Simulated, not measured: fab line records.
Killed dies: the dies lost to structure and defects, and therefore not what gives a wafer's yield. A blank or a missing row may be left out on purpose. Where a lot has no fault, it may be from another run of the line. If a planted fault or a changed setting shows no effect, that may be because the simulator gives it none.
2 desks, one fault | flow gf180mcu | numbers are kept per desk, each desk with only its own; the story behind them comes last

== FROM THE METROLOGY DESK ==
What the gauges read, lot by lot, whatever tool the lot ran on: means of the sampled wafers that have a number. The brackets show how far a lot's mean lies from the usual mean; more than 4 standard deviations puts the lot out of limits, marked OUT.
Columns: A = cd nm at GF_V3_CD_MEAS_14, usual 260.1 nm; B = V4_CVD_00_THK at GF_V4_THK_MEAS_01, usual 601 nm
lot  | first seen here | A     | B
L208 | day 22 23:06    | 258.3 | 601
L209 | day 23 03:10    | 259.3 | 605
L212 | day 24 09:02    | 259.9 | 601
L214 | day 24 23:40    | 262.0 | 601
L216 | day 25 11:01    | 260.3 | 602
L217 | day 26 02:55    | 258.4 | 604
L220 | day 27 03:11    | 260.8 | 606
L222 | day 27 20:14    | 261.5 | 494 (-16) OUT
L223 | day 28 01:47    | 259.0 | 501 (-15) OUT
L227 | day 29 02:13    | 259.4 | 602
L229 | day 29 14:57    | 260.7 | 608
L230 | day 29 22:04    | 260.5 | 602
This desk's result: L222, L223 out of limits, first on L222 (V4_CVD_00_THK at GF_V4_THK_MEAS_01), day 28 18:04. In limits: L208, L209, L212, L214, L216, L217, L220, L227, L229, L230.

== TOOL OWNER'S DESK, hdpcvd-01 ==
The tool's own readings at GF_V4_CVD_00 (deposits SiO2, target thk 600 nm, time 100 s): means of the sampled wafers that have a number, for each lot that ran on this tool. The brackets show how far a lot's mean lies from the usual mean; more than 4 standard deviations puts the lot out of limits, marked OUT.
Columns: A = sih4 flow sccm at GF_V4_CVD_00, usual 60.01 sccm
lot  | first seen here | A
L209 | day 24 04:21    | 59.99
L214 | day 25 23:18    | 60.11
L217 | day 27 02:25    | 59.93
L220 | day 28 01:56    | 60.02
L222 | day 28 18:01    | 49.90 (-59) OUT
L223 | day 28 23:58    | 50.05 (-59) OUT
This desk's finding: out of limits on L222, L223; first on L222, day 28 18:01 (sih4 flow sccm at GF_V4_CVD_00). In limits: L209, L214, L217, L220.

== BROUGHT TOGETHER ==
At day 28 18:01, on L222, L223, the tool owner's desk was in a position to raise an alarm.
On L222, L223, the metrology desk was in a position to raise an alarm at day 28 18:04.
GF_V4_CVD_00 was run on hdpcvd-01 by each of the lots named.

== WHAT THE SIMULATOR HAD INSERTED ==
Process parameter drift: hdpcvd-01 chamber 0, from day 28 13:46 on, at GF_V4_CVD_00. Setting sih4 flow sccm, moved by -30, from 60. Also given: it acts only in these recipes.
Struck lots among those shown: L222, L223.
Hours from the fault's start to each desk's first reading out of limits: the tool owner's desk, 4; the metrology desk, 4.
